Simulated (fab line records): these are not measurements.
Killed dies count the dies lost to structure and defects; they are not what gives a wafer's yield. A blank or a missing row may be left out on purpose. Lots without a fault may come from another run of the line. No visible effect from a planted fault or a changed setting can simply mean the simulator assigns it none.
Which tool was responsible? :: flow sky130 :: 42 wafers from 14 lots sampled at 4 of the route's 708 steps

== WHAT THE GAUGES READ, wafer by wafer ==
SKY_SONOS_ONO_CD_MEAS_13: the cd target is 410 nm. Usual: cd-nm 410.0 nm, standard deviation 2.4.
lot: L411
measured: day 12 08:28
on: cd-sem-01
cd-nm (nm): 411.8 411.4 408.7
flag: 

lot: L412
measured: day 12 16:50
on: cd-sem-01
cd-nm (nm): 409.2 410.4 409.8
flag: 

lot: L413
measured: day 13 03:32
on: cd-sem-01
cd-nm (nm): 407.7 408.7 409.1
flag: 

lot: L414
measured: day 13 08:28
on: cd-sem-01
cd-nm (nm): 405.4 406.2 408.6
flag: 

lot: L415
measured: day 14 03:02
on: cd-sem-01
cd-nm (nm): 409.2 406.5 405.6
flag: 

lot: L417
measured: day 14 12:41
on: cd-sem-02
cd-nm (nm): 408.5 408.1 410.7
flag: 

lot: L418
measured: day 14 22:20
on: cd-sem-01
cd-nm (nm): 407.8 408.6 407.5
flag: 

lot: L420
measured: day 16 02:31
on: cd-sem-01
cd-nm (nm): 411.3 412.1 411.5
flag: 

lot: L423
measured: day 17 05:50
on: cd-sem-01
cd-nm (nm): 410.1 410.3 410.3
flag: 

lot: L425
measured: day 18 15:44
on: cd-sem-01
cd-nm (nm): 415.0 412.0 413.5
flag: 

lot: L427
measured: day 18 18:08
on: cd-sem-02
cd-nm (nm): 409.2 408.6 407.7
flag: 

lot: L430
measured: day 19 08:11
on: cd-sem-02
cd-nm (nm): 410.8 409.6 410.5
flag: 

lot: L433
measured: day 20 12:16
on: cd-sem-02
cd-nm (nm): 410.6 409.0 409.8
flag: 

lot: L432
measured: day 20 12:37
on: cd-sem-02
cd-nm (nm): 409.9 407.5 407.0
flag: 

SKY_LDD_P_CD_MEAS_07: the cd target is 380 nm. Usual: cd-nm 378.8 nm, standard deviation 2.5.
lot: L411
measured: day 18 09:01
on: cd-sem-02
cd-nm (nm): 376.8 380.6 377.5
flag: 

lot: L412
measured: day 19 03:14
on: cd-sem-01
cd-nm (nm): 379.9 379.6 379.3
flag: 

lot: L413
measured: day 19 15:02
on: cd-sem-02
cd-nm (nm): 381.1 381.4 380.6
flag: 

lot: L414
measured: day 19 19:01
on: cd-sem-02
cd-nm (nm): 374.7 378.7 376.3
flag: 

lot: L415
measured: day 20 11:08
on: cd-sem-02
cd-nm (nm): 380.7 381.2 379.3
flag: 

lot: L417
measured: day 21 03:30
on: cd-sem-02
cd-nm (nm): 376.7 376.9 377.5
flag: 

lot: L418
measured: day 21 13:01
on: cd-sem-01
cd-nm (nm): 379.0 379.9 377.0
flag: 

lot: L420
measured: day 22 23:00
on: cd-sem-01
cd-nm (nm): 377.3 378.7 379.0
flag: 

lot: L423
measured: day 24 01:15
on: cd-sem-01
cd-nm (nm): 374.3 373.9 374.1
flag: 

lot: L425
measured: day 25 07:38
on: cd-sem-02
cd-nm (nm): 378.1 377.5 377.5
flag: 

lot: L427
measured: day 25 12:08
on: cd-sem-01
cd-nm (nm): 380.4 381.4 382.3
flag: 

lot: L430
measured: day 26 01:28
on: cd-sem-02
cd-nm (nm): 381.8 379.3 381.0
flag: 

lot: L433
measured: day 27 03:05
on: cd-sem-02
cd-nm (nm): 383.9 383.9 386.4
flag: 

lot: L432
measured: day 27 07:25
on: cd-sem-02
cd-nm (nm): 380.2 381.1 379.0
flag: 

SKY_LDD_HVN_OVL_MEAS_07. Usual: for LDD_HVN_OVL the level is 0.3 nm and the standard deviation is 1.2.
lot: L411
measured: day 19 16:32
on: overlay-02
LDD_HVN_OVL (nm): 1.1 0.3 0.9
flag: 

lot: L412
measured: day 20 10:14
on: overlay-01
LDD_HVN_OVL (nm): -0.6 1.7 0.7
flag: 

lot: L413
measured: day 20 21:41
on: overlay-02
LDD_HVN_OVL (nm): -0.8 1.1 -0.7
flag: 

lot: L414
measured: day 21 01:30
on: overlay-02
LDD_HVN_OVL (nm): -1.1 -0.3 -1.0
flag: 

lot: L415
measured: day 21 18:11
on: overlay-01
LDD_HVN_OVL (nm): -0.7 1.4 0.0
flag: 

lot: L417
measured: day 22 10:20
on: overlay-01
LDD_HVN_OVL (nm): 1.8 1.5 1.1
flag: 

lot: L418
measured: day 22 19:53
on: overlay-02
LDD_HVN_OVL (nm): 1.4 0.1 0.9
flag: 

lot: L420
measured: day 24 05:02
on: overlay-02
LDD_HVN_OVL (nm): 1.5 1.0 0.6
flag: 

lot: L423
measured: day 25 06:38
on: overlay-02
LDD_HVN_OVL (nm): 1.0 1.1 1.0
flag: 

lot: L425
measured: day 26 12:08
on: overlay-01
LDD_HVN_OVL (nm): 0.3 0.4 -0.4
flag: 

lot: L427
measured: day 26 17:56
on: overlay-02
LDD_HVN_OVL (nm): 0.7 0.7 1.2
flag: 

lot: L430
measured: day 27 06:14
on: overlay-01
LDD_HVN_OVL (nm): -0.5 -1.0 -2.7
flag: 

lot: L433
measured: day 28 07:35
on: overlay-02
LDD_HVN_OVL (nm): 2.4 3.1 2.6
flag: 

lot: L432
measured: day 28 11:57
on: overlay-02
LDD_HVN_OVL (nm): -1.2 -0.2 -0.1
flag: 

== EACH LOT AND THE TOOL THAT RAN IT (in order: tool; ch and the chambers of the sampled wafers; start) ==
lot: L411
SKY_LDD_P_DEVELOP_06: litho-track-01 ch 0, day 18 08:52

lot: L412
SKY_LDD_P_DEVELOP_06: litho-track-03 ch 0, day 19 03:05

lot: L413
SKY_LDD_P_DEVELOP_06: litho-track-03 ch 0, day 19 14:53

lot: L414
SKY_LDD_P_DEVELOP_06: litho-track-03 ch 0, day 19 18:52

lot: L415
SKY_LDD_P_DEVELOP_06: litho-track-03 ch 0, day 20 10:59

lot: L417
SKY_LDD_P_DEVELOP_06: litho-track-02 ch 0, day 21 03:21

lot: L418
SKY_LDD_P_DEVELOP_06: litho-track-01 ch 0, day 21 12:52

lot: L420
SKY_LDD_P_DEVELOP_06: litho-track-02 ch 0, day 22 22:51

lot: L423
SKY_LDD_P_DEVELOP_06: litho-track-02 ch 0, day 24 01:06

lot: L425
SKY_LDD_P_DEVELOP_06: litho-track-03 ch 0, day 25 07:29

lot: L427
SKY_LDD_P_DEVELOP_06: litho-track-03 ch 0, day 25 11:59

lot: L430
SKY_LDD_P_DEVELOP_06: litho-track-02 ch 0, day 26 01:20

lot: L433
SKY_LDD_P_DEVELOP_06: litho-track-03 ch 0, day 27 02:56

lot: L432
SKY_LDD_P_DEVELOP_06: litho-track-03 ch 0, day 27 07:16
- SKY_LDD_P_DEVELOP_06: develop time 60 s.

== WHAT THE TOOLS THEMSELVES READ (means of the sampled wafers that have a number; where no wafer has one, the mark that the record gives instead) ==
SKY_LDD_P_DEVELOP_06. Usual: developer-temp-C 23.00 C, standard deviation 0.085.
lot: L411
tool: litho-track-01
developer-temp-C (C): 22.98
flag: 

lot: L412
tool: litho-track-03
developer-temp-C (C): 22.99
flag: 

lot: L413
tool: litho-track-03
developer-temp-C (C): 23.17
flag: 

lot: L414
tool: litho-track-03
developer-temp-C (C): 22.94
flag: 

lot: L415
tool: litho-track-03
developer-temp-C (C): 22.92
flag: 

lot: L417
tool: litho-track-02
developer-temp-C (C): 23.12
flag: 

lot: L418
tool: litho-track-01
developer-temp-C (C): 22.92
flag: 

lot: L420
tool: litho-track-02
developer-temp-C (C): 23.03
flag: 

lot: L423
tool: litho-track-02
developer-temp-C (C): 22.98
flag: 

lot: L425
tool: litho-track-03
developer-temp-C (C): 23.06
flag: 

lot: L427
tool: litho-track-03
developer-temp-C (C): 22.95
flag: 

lot: L430
tool: litho-track-02
developer-temp-C (C): 23.04
flag: 

lot: L433
tool: litho-track-03
developer-temp-C (C): 22.24
flag: OFF

lot: L432
tool: litho-track-03
developer-temp-C (C): 22.34
flag: OFF

== THE ANSWER, worked out from the rows above alone ==
Rule: take the mean of a lot's wafers that have a number; if it is more than 3 standard deviations from the usual mean, the lot is off. A lot without any number at a reading at which 4 lots or more have one is off too. The other lots that the step has rows for count as sound. The gauges are gone through in route order, then the tools' own readings, and for those a lot's mean is taken as printed above. At the first step where some lot is off, the reading lying furthest off is the one used; lots without a number count as furthest.
Off: L433, L432 (SKY_LDD_P_DEVELOP_06, developer-temp-C).
A tool fits if, at that step or a process step before it, it ran every lot that is off, and no sound lot after the first of them. One candidate fits, namely litho-track-03 at SKY_LDD_P_DEVELOP_06. A fault onset in the window from L427 (day 25 11:59, its last sound lot) to L433 (day 27 02:56, its first lot off) fits.
On the lots that are off, the tool's own readings at SKY_LDD_P_DEVELOP_06 differ by more than 5 times the standard deviation of the sound lots' means, which bears it out; developer-temp-C reads 22.29 C there versus 23.01 C on the sound lots.

== WHAT WAS PUT IN BY THE SIMULATOR ==
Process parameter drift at SKY_LDD_P_DEVELOP_06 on litho-track-03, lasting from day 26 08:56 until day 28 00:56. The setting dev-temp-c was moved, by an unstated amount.
Struck lots among those shown: L433, L432. The rule above reached the same finding.
